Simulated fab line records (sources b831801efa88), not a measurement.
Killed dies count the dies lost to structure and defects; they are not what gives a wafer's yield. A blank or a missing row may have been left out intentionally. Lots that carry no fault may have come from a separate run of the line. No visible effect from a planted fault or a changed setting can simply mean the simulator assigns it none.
Which tool did it? ; flow sky130 ; 30 wafers from 10 lots sampled at 3 of the route's 708 steps

== WHAT THE GAUGES READ, wafer by wafer ==
SKY_POLY_GATE_THK_MEAS_01.
lot;measured;on;POLY_GATE_CVD_00_THK (nm)
L398;day 14 14:08;film-metro-01;180.9 181.9 181.7
L399;day 15 12:49;film-metro-03;184.0 184.0 184.4
L400;day 15 20:59;film-metro-02;181.0 181.3 180.8
L403;day 16 10:41;film-metro-01;180.0 178.5 178.2
L404;day 16 10:41;film-metro-03;179.8 181.8 179.2
L405;day 16 23:15;film-metro-01;177.9 180.3 178.4
L406;day 17 06:29;film-metro-02;180.5 181.0 181.8
L407;day 17 20:56;film-metro-03;180.5 179.8 181.6
L418;day 21 00:38;film-metro-02;181.4 179.9 182.0
L420;day 21 14:56;film-metro-02;184.5 182.4 179.9

SKY_POLY_GATE_CD_MEAS_13: target cd 150 nm.
lot;measured;on;cd-nm (nm)
L398;day 17 05:16;cd-sem-02;153.7 151.5 152.8
L399;day 18 00:01;cd-sem-02;148.3 150.6 149.7
L400;day 18 08:22;cd-sem-01;151.5 152.1 151.1
L403;day 18 22:10;cd-sem-01;151.7 150.8 149.9
L404;day 18 22:10;cd-sem-02;150.9 149.6 148.4
L405;day 19 13:16;cd-sem-01;151.7 152.7 152.4
L406;day 19 22:43;cd-sem-02;150.2 149.9 150.4
L407;day 20 11:35;cd-sem-02;150.7 151.4 150.5
L418;day 23 16:05;cd-sem-02;150.9 152.1 150.8
L420;day 24 05:18;cd-sem-02;148.9 149.1 149.7

== EACH LOT AND THE TOOL THAT RAN IT (in order: tool; ch and the chambers of the sampled wafers; start) ==
lot;SKY_SONOS_ONO_STRIP_17
L398;plasma-asher-03 ch 0,1, day 13 08:28
L399;plasma-asher-03 ch 0,1, day 14 04:02
L400;plasma-asher-01 ch 0,1, day 14 11:34
L403;plasma-asher-03 ch 0,1, day 15 01:38
L404;plasma-asher-03 ch 0,1, day 15 02:47
L405;plasma-asher-01 ch 0,1, day 15 14:56
L406;plasma-asher-02 ch 0,1, day 15 21:29
L407;plasma-asher-03 ch 0, day 16 06:42
L418;plasma-asher-02 ch 0,1, day 19 11:50
L420;plasma-asher-03 ch 0,1, day 20 02:31
- SKY_SONOS_ONO_STRIP_17: strips in O2/N2.

== AS READ BY THE TOOLS THEMSELVES (means over the sampled wafers that have a number; for cases with no such wafer, the mark the record gives instead) ==
SKY_SONOS_ONO_STRIP_17.
lot;tool;drypump-motor-current-A (A);o2-flow-sccm (sccm);oes-product-au (a.u.);strip-time-to-endpoint-s (s)
L398;plasma-asher-03;6.0;3005;0.706;14.11
L399;plasma-asher-03;5.8;3000;0.709;14.12
L400;plasma-asher-01;5.5;2997;0.710;14.07
L403;plasma-asher-03;6.0;3009;0.710;14.10
L404;plasma-asher-03;5.8;2997;0.712;14.12
L405;plasma-asher-01;5.5;3004;0.712;14.11
L406;plasma-asher-02;6.3;3007;0.708;14.05
L407;plasma-asher-03;6.2;2998;0.711;14.02
L418;plasma-asher-02;6.4;3002;0.711;14.10
L420;plasma-asher-03;6.0;2993;0.710;14.04

== THE ANSWER, worked out from the rows above alone ==
Rule: the lots themselves supply what counts as usual. The widest of any qualifying gaps counts: lots, ordered by their means at a reading, are off when they make up no more than a third of the lots, leave a main group of 4 or more, and stand apart from it by 3 or more times the standard deviation of that group's means. The tables above print the reading to a certain number of digits; a main group whose means all agree to those digits is not used. Also off: a lot with no number at a reading for which 4 or more lots have one. Where the step has rows for the other lots, those lots are counted as sound. After the gauges, taken in route order, come the tools' own readings; for these a lot's mean is taken, as printed above. The first step at which some lot is off is used, and at that step the reading that is off furthest; a lot without a number counts as furthest.
No lot is off on any of the readings shown, so nothing can be concluded from this.

== WHAT HAD BEEN PUT IN BY THE SIMULATOR ==
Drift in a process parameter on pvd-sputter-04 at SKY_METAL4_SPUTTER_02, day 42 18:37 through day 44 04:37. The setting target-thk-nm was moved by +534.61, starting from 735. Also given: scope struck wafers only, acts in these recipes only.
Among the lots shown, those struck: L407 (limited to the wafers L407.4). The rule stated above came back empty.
